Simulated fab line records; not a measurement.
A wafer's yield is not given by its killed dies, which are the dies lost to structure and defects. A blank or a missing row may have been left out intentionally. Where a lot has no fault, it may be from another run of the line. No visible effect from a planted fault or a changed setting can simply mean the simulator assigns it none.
fab line records	flow gf180mcu
record: lots: 13	wafers: 39	last_day: 34
route steps=602 shown NWELL@51 V1@339 V3@430
lots that met no fault: taken from a fault-free run of the same line
start_h: hours from the record's first day to the start of the lot's first wafer shown	wait_h: hours from the lot's prior step to this one	" same as the row above	L1.1+2: several wafers, shown together as one row	- no value, or no start given	* or withheld: withheld	< > ~ a bound
route shown NAME@n: NAME is a module with steps in the file, n the number in the route of the first one	usual: the fault-free wafers' mean and standard deviation	same: alike in all rows	chamber/n: place in a boat	sites: readings site by site	_std_site: the values' standard deviation	_edge_site: mean of outer sites minus mean of inner sites	radius_mm: for every site, how far away it sits from the centre of the wafer	mask NAME#n: copy n	behind: the last tool/chamber to shape the wafer	hold: the reason the lot was held/the length of the hold in hours/how it ended	device: names the non-switching transistor (n, p or np)	end of line: at the end of the route, the tests of the same wafers	for a step that has no rows: nothing shown but its recipe	killed: count of dies lost to structure and defects at first sort (not the wafer's yield)	map: a wafer's dies, x killed, . not, _ none there
set.NAME: the setting as run; set.NAME@STEP: as run at that earlier step	model.NAME: the simulator's own value behind a step, which no gauge read
a sample of lots followed through the steps of the route, with each step as a table and each wafer as a row
services: the hour from which a tool's chamber was out of use, counted from the record's first day as start_h (under 0 if before that day), plus the number of hours and why
== steps ==
step: GF_NWELL_IMPLANT_09
recipe: species: P	energy_kev: 160	dose_cm2: 4e+12	tilt_deg: 0
usual: dose_ions_cm2: 4e+12/4.1e+09	end_station_pressure_torr: 5.05e-06/2.6e-07	tilt_deg: 0.001/0.02
lot.wafer	tool	chamber	start_h	wait_h	dose_ions_cm2	end_station_pressure_torr	tilt_deg
L420.3	implanter-01	0	64.46	0.1	3.998e+12	4.92e-06	-0.053
L420.4	"	0	"	"	3.996e+12	5.18e-06	-0.001
L420.6	"	0	"	"	4.003e+12	5.18e-06	-0.028
L421.1	implanter-02	0	64.50	0.1	4.005e+12	4.89e-06	0.025
L421.2	"	0	"	"	3.998e+12	5.04e-06	0.010
L421.5	"	0	"	"	4.008e+12	5.09e-06	0.029
L423.2	implanter-02	0	78.13	0.1	4.01e+12	4.65e-06	0.032
L423.3	"	0	"	"	4.005e+12	5.23e-06	0.004
L423.5	"	0	"	"	4.005e+12	5.13e-06	0.025
L424.1	implanter-02	0	80.40	0.1	4.006e+12	4.67e-06	0.014
L424.4	"	0	"	"	4.006e+12	5.27e-06	0.017
L424.6	"	0	"	"	4.008e+12	5.34e-06	0.031
L425.3	implanter-01	0	83.95	0.1	4.004e+12	5.24e-06	-0.015
L425.4	"	0	"	"	3.999e+12	4.95e-06	-0.024
L425.5	"	0	"	"	4.002e+12	5.15e-06	-0.019
L426.1	implanter-02	0	89.21	0.1	3.999e+12	5.24e-06	0
L426.5	"	0	"	"	4.003e+12	5.25e-06	0.011
L426.6	"	0	"	"	3.998e+12	4.95e-06	-0.013
L429.1	implanter-01	0	112.05	0.1	3.996e+12	5.1e-06	-0.003
L429.2	"	0	"	"	4.003e+12	4.52e-06	-0.011
L429.3	"	0	"	"	4.001e+12	5.73e-06	-0.010
L434.3	implanter-02	0	136.06	0.1	4.001e+12	5.42e-06	3.179
L434.4	"	0	"	"	3.995e+12	5.22e-06	3.177
L434.5	"	0	"	"	4.001e+12	5.2e-06	3.187
L435.2	implanter-02	0	137.04	0.1	3.999e+12	4.97e-06	3.150
L435.4	"	0	"	"	4e+12	5.02e-06	3.152
L435.5	"	0	"	"	4e+12	5.04e-06	3.161
L437.1	implanter-01	0	148.35	0.1	3.995e+12	4.84e-06	0.033
L437.2	"	0	"	"	3.998e+12	4.96e-06	0.006
L437.3	"	0	"	"	4e+12	4.69e-06	0.009
L439.2	implanter-04	0	159.43	0.1	4.002e+12	4.92e-06	0.021
L439.3	"	0	"	"	4.002e+12	5.33e-06	0.020
L439.5	"	0	"	"	4.002e+12	5.29e-06	0.019
L440.1	implanter-01	0	165.01	0.1	3.995e+12	4.95e-06	0.001
L440.2	"	0	"	"	3.997e+12	4.97e-06	-0.017
L440.4	"	0	"	"	4e+12	5.24e-06	0.003
L441.1	implanter-01	0	169.90	0.1	4.002e+12	5.07e-06	-0.020
L441.2	"	0	"	"	4.003e+12	5e-06	-0.001
L441.4	"	0	"	"	4.006e+12	4.95e-06	0.011
step: GF_VT_IMPLANT_RS_MEAS_47
recipe: thk_meas_gauge: four-point-probe
usual: NWELL_RS: 487.7/1.4
lot.wafer	tool	chamber	start_h	wait_h	NWELL_RS[ohm/sq]
L420.3	film_metro-04	-	168.77	0.1	487.8
L420.4	"	-	"	"	487.1
L420.6	"	-	"	"	486.8
L421.1	film_metro-01	-	169.30	0.1	489.3
L421.2	"	-	"	"	489.3
L421.5	"	-	"	"	488.6
L423.2	film_metro-04	-	183.71	0.1	486.8
L423.3	"	-	"	"	486.7
L423.5	"	-	"	"	487.3
L424.1	film_metro-01	-	187.65	0.1	487.8
L424.4	"	-	"	"	486.9
L424.6	"	-	"	"	488.8
L425.3	film_metro-02	-	191.59	0.1	485.9
L425.4	"	-	"	"	485.2
L425.5	"	-	"	"	486.8
L426.1	film_metro-02	-	197.69	0.1	487.7
L426.5	"	-	"	"	487.2
L426.6	"	-	"	"	488.4
L429.1	film_metro-04	-	226.03	0.1	487.4
L429.2	"	-	"	"	488.1
L429.3	"	-	"	"	487.4
L434.3	film_metro-01	-	255.29	0.1	481.6
L434.4	"	-	"	"	480.4
L434.5	"	-	"	"	479.6
L435.2	film_metro-01	-	258.06	0.1	481.1
L435.4	"	-	"	"	479.9
L435.5	"	-	"	"	479.9
L437.1	film_metro-01	-	270.05	0.1	488.0
L437.2	"	-	"	"	489.4
L437.3	"	-	"	"	489.3
L439.2	film_metro-01	-	287.46	0.1	490.4
L439.3	"	-	"	"	489.8
L439.5	"	-	"	"	490.2
L440.1	film_metro-02	-	293.30	0.1	488.2
L440.2	"	-	"	"	487.8
L440.4	"	-	"	"	489.0
L441.1	film_metro-04	-	300.45	0.1	486.1
L441.2	"	-	"	"	486.6
L441.4	"	-	"	"	485.8
step: GF_V1_CMP_04
recipe: material: SiO2	down_force_psi: 4	platen_rpm: 60	pad_velocity_m_s: 0.94248
usual: motor_current_A: 11.5/0.7	time_to_endpoint_s: 81/4.8
lot.wafer	tool	chamber	start_h	wait_h	motor_current_A	time_to_endpoint_s
L420.3	cmp-01	0	402.34	0.1	11.7	78
L420.4	"	1	"	"	12.1	92
L420.6	"	3	"	"	10.2	87
L421.1	cmp-01	3	403.43	0.1	10.5	83
L421.2	"	1	"	"	12.0	80
L421.5	"	3	"	"	10.2	88
L423.2	cmp-01	3	422.38	0.0	10.9	67
L423.3	"	0	"	"	11.2	75
L423.5	"	3	"	"	11.0	77
L424.1	cmp-02	1	428.05	0.1	11.4	82
L424.4	"	3	"	"	12.4	88
L424.6	"	1	"	"	10.9	91
L425.4	cmp-02	3	430.15	0.0	12.3	82
L425.3	"	0	"	"	12.6	78
L425.5	"	3	"	"	11.8	80
L426.1	cmp-01	1	443.77	0.1	11.7	81
L426.6	"	1	"	"	11.8	82
L426.5	"	2	"	"	11.1	84
L429.3	cmp-01	2	484.14	0.0	11.6	77
L429.1	"	0	"	"	11.6	74
L429.2	"	1	"	"	12.1	76
L434.3	cmp-01	3	518.27	0.1	11.2	78
L434.4	"	0	"	"	10.9	82
L434.5	"	1	"	"	12.1	82
L435.2	cmp-02	2	520.94	0.0	11.9	78
L435.4	"	0	"	"	12.7	85
L435.5	"	3	"	"	11.9	79
L437.3	cmp-02	0	538.88	0.0	12.0	75
L437.2	"	1	"	"	11.1	79
L437.1	"	2	"	"	11.3	71
L439.3	cmp-02	3	559.40	0.0	12.0	74
L439.2	"	2	"	"	12.0	75
L439.5	"	3	"	"	12.8	81
L440.1	cmp-02	3	561.34	0.3	12.5	77
L440.4	"	0	"	"	11.8	74
L440.2	"	1	"	"	11.5	78
L441.4	cmp-02	1	569.64	0.0	11.7	83
L441.1	"	2	"	"	10.8	75
L441.2	"	3	"	"	11.6	82
step: GF_V3_THK_MEAS_01
recipe: reads: SiO2_of_V3_CVD_00
usual: V3_CVD_00_THK: 600/5.7
lot.wafer	tool	chamber	start_h	wait_h	V3_CVD_00_THK[nm]
L420.3	film_metro-02	-	506.22	0.1	599
L420.4	"	-	"	"	595
L420.6	"	-	"	"	597
L421.1	film_metro-03	-	506.57	0.0	587
L421.2	"	-	"	"	597
L421.5	"	-	"	"	584
L423.2	film_metro-01	-	524.80	0.0	597
L423.3	"	-	"	"	601
L423.5	"	-	"	"	609
L424.1	film_metro-01	-	529.69	0.1	602
L424.4	"	-	"	"	605
L424.6	"	-	"	"	594
L425.3	film_metro-03	-	531.89	0.1	591
L425.4	"	-	"	"	602
L425.5	"	-	"	"	595
L426.1	film_metro-03	-	545.46	0.0	599
L426.5	"	-	"	"	610
L426.6	"	-	"	"	603
L429.1	film_metro-03	-	582.84	0.0	611
L429.2	"	-	"	"	607
L429.3	"	-	"	"	609
L434.3	film_metro-01	-	612.00	0.1	606
L434.4	"	-	"	"	602
L434.5	"	-	"	"	603
L435.2	film_metro-01	-	614.25	0.0	603
L435.4	"	-	"	"	601
L435.5	"	-	"	"	600
L437.1	film_metro-03	-	630.30	0.1	600
L437.2	"	-	"	"	607
L437.3	"	-	"	"	599
L439.2	film_metro-01	-	648.86	0.0	594
L439.3	"	-	"	"	596
L439.5	"	-	"	"	592
L440.1	film_metro-01	-	652.17	0.0	594
L440.2	"	-	"	"	599
L440.4	"	-	"	"	593
L441.1	film_metro-02	-	659.55	0.0	597
L441.2	"	-	"	"	595
L441.4	"	-	"	"	596
step: GF_V3_SPUTTER_21
recipe: material: Ti	target_thk_nm: 15	chamber_pressure_pa: 5	power_w: 2500	substrate_temp_c: 200	time_s: 80.02
usual: throttle_valve_pct: 30.9/0.66
lot.wafer	tool	chamber	start_h	wait_h	throttle_valve_pct
L420.3	pvd_sputter-03	-	530.36	0.0	32.2
L420.4	"	-	"	"	30.2
L420.6	"	-	"	"	30.3
L421.1	pvd_sputter-04	-	530.64	0.0	31.5
L421.2	"	-	"	"	30.9
L421.5	"	-	"	"	31.2
L423.2	pvd_sputter-02	-	548.59	0.0	31.3
L423.3	"	-	"	"	29.6
L423.5	"	-	"	"	29.5
L424.1	pvd_sputter-02	-	553.50	0.0	30.3
L424.4	"	-	"	"	31.1
L424.6	"	-	"	"	30.3
L425.3	pvd_sputter-04	-	556.08	0.0	31.3
L425.4	"	-	"	"	31.3
L425.5	"	-	"	"	30.8
L426.1	pvd_sputter-04	-	568.64	0.0	31.5
L426.5	"	-	"	"	30.9
L426.6	"	-	"	"	31.2
L429.1	pvd_sputter-04	-	604.88	0.0	30.9
L429.2	"	-	"	"	31.5
L429.3	"	-	"	"	30.7
L434.3	pvd_sputter-02	-	634.08	0.0	29.5
L434.4	"	-	"	"	30.4
L434.5	"	-	"	"	30.6
L435.2	pvd_sputter-03	-	635.98	0.0	30.4
L435.4	"	-	"	"	30.7
L435.5	"	-	"	"	30.3
L437.1	pvd_sputter-03	-	651.83	0.0	30.6
L437.2	"	-	"	"	31.9
L437.3	"	-	"	"	30.6
L439.2	pvd_sputter-03	-	669.71	0.0	32.0
L439.3	"	-	"	"	30.1
L439.5	"	-	"	"	32.0
L440.1	pvd_sputter-04	-	673.43	0.0	31.3
L440.2	"	-	"	"	30.9
L440.4	"	-	"	"	30.9
L441.1	pvd_sputter-02	-	680.24	0.0	31.2
L441.2	"	-	"	"	30.3
L441.4	"	-	"	"	31.1
== services ==
tool	chamber	start_h	hours	kind
implanter-02	-	40.51	9.2	repair
cmp-02	-	46.73	0.3	repair
cmp-02	-	67.21	3.9	repair
cmp-01	-	74.06	4.0	pm
cmp-01	-	86.10	4.6	pm
cmp-02	-	100.28	0.4	repair
implanter-01	-	105.60	2.1	repair
cmp-02	-	133.33	4.5	repair
implanter-02	-	147.82	4.0	pm
implanter-02	-	155.31	11.8	pm
cmp-01	-	155.99	2.0	repair
cmp-01	-	176.13	11.2	pm
implanter-01	-	184.75	1.2	repair
cmp-02	-	208.14	5.7	pm
cmp-02	-	232.12	4.0	pm
cmp-02	-	256.36	5.9	repair
cmp-02	-	288.42	0.9	repair
cmp-02	-	400.09	9.4	pm
cmp-02	-	421.93	0.3	repair
cmp-02	-	488.87	6.5	pm
cmp-02	-	572.12	4.0	pm
cmp-02	-	577.18	4.2	pm
cmp-02	-	623.25	0.5	repair
cmp-02	-	650.28	0.6	repair
== key ==
first_sign: step: GF_NWELL_IMPLANT_09	reading: tilt_deg	direction: up	sigmas: 99+	usual: 0.001	struck: 3.168
effect: step: GF_VT_IMPLANT_RS_MEAS_47	reading: NWELL_RS	direction: down	sigmas: 5.2	usual: 487.7	struck: 480.4
met_at GF_NWELL_IMPLANT_09
struck_lots L434,L435
tester_left_out L434,L435
not_acting_at GF_V1_CMP_04,GF_V3_THK_MEAS_01,GF_V3_SPUTTER_21
onset_between 89.21 136.06
fault: kind: process_parameter_drift	tool: implanter-02	chamber: -	onset_h: 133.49	steps: GF_NWELL_IMPLANT_09	channel: tilt_deg	offset: 3.1763	shape: step	end_h: 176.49	acts_in: these_recipes_only	stated: 0
tester_left_out: of these lots the tester's yield and bins aren't shown, on N5 and GAA mostly nor the transistor test; their killed dies are dies lost to structure and defects alone, not to doping, threshold or leakage, so they don't give the yield
